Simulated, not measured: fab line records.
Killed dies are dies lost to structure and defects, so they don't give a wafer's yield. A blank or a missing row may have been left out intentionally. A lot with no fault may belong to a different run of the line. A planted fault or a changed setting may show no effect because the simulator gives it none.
Split-lot experiment -- flow sky130 -- 23 wafers read across 5 lots, on a route 708 steps long

ABOUT THE SPLIT
At SKY_POLY_GATE_OXIDATION_20 (stabilise 600 s, purge 300 s, target thk 4 nm), the setting temp_c was moved away from the recipe's 850 C on 20 of the 23 wafers read, by -2.6% to +2.5%. This setting was run at the recipe's value on the other wafers.

No step appears in the file between the split and the reading.

THE READING
At SKY_POLY_GATE_THK_MEAS_21: POLY_GATE_OXIDATION_THK, given in nm. Typical for fault-free wafers on this fab line: 4.00 nm, with standard deviation 0.087 nm.

wafer,"tool, chamber at the split","temp_c as run, C",against the recipe,"POLY_GATE_OXIDATION_THK, nm",against lot-mates on the recipe
L075.1,"-, -",870.9,+2.5%,5.36,no lot-mate on the recipe
L075.2,"-, -",870.9,+2.5%,5.37,no lot-mate on the recipe
L075.3,"-, -",870.9,+2.5%,5.30,no lot-mate on the recipe
L075.4,"-, -",870.9,+2.5%,5.35,no lot-mate on the recipe
L075.6,"-, -",870.9,+2.5%,5.31,no lot-mate on the recipe
L078.1,"-, -",842.8,-0.8%,3.74,no lot-mate on the recipe
L078.2,"-, -",842.8,-0.8%,3.68,no lot-mate on the recipe
L078.3,"-, -",842.8,-0.8%,3.64,no lot-mate on the recipe
L078.4,"-, -",842.8,-0.8%,3.73,no lot-mate on the recipe
L078.6,"-, -",842.8,-0.8%,3.70,no lot-mate on the recipe
L079.2,"-, -",858.2,+1.0%,4.39,no lot-mate on the recipe
L079.3,"-, -",858.2,+1.0%,4.43,no lot-mate on the recipe
L079.4,"-, -",858.2,+1.0%,4.43,no lot-mate on the recipe
L079.5,"-, -",858.2,+1.0%,4.44,no lot-mate on the recipe
L079.6,"-, -",858.2,+1.0%,4.42,no lot-mate on the recipe
L080.1,"furnace-01, 0",850,recipe,3.88,-
L080.5,"furnace-01, 0",850,recipe,3.85,-
L080.6,"furnace-01, 0",850,recipe,3.86,-
L081.1,"-, -",828,-2.6%,3.06,no lot-mate on the recipe
L081.2,"-, -",828,-2.6%,2.98,no lot-mate on the recipe
L081.4,"-, -",828,-2.6%,3.07,no lot-mate on the recipe
L081.5,"-, -",828,-2.6%,3.00,no lot-mate on the recipe
L081.6,"-, -",828,-2.6%,2.97,no lot-mate on the recipe

THE FIT
A straight line over all 23 wafers: POLY_GATE_OXIDATION_THK changes by +0.452 nm for each +1% of temp_c; r = +0.99; the points scatter about the line by 0.13 nm.
Too few moved wafers have a lot-mate on the recipe to fit a line with each lot's own level taken away.

THE WHOLE CHAIN: every reading that the file lists as answering this split, in the file's order
step,what it does,reading,change (the file's fit),r (the file's)
SKY_POLY_GATE_OXIDATION_20,"stabilise 600 s, purge 300 s, target thk 4 nm","SiO2_of_POLY_GATE_OXIDATION_20.thk_nm (the simulator's own value, which no gauge read)",+0.453 nm for each +1% of the setting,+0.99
SKY_POLY_GATE_THK_MEAS_21,,POLY_GATE_OXIDATION_THK,+0.452 for each +1% of the setting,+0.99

THE FILE'S OWN FIT
POLY_GATE_OXIDATION_THK changes by +0.452 nm for each +1% of temp_c, r = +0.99.
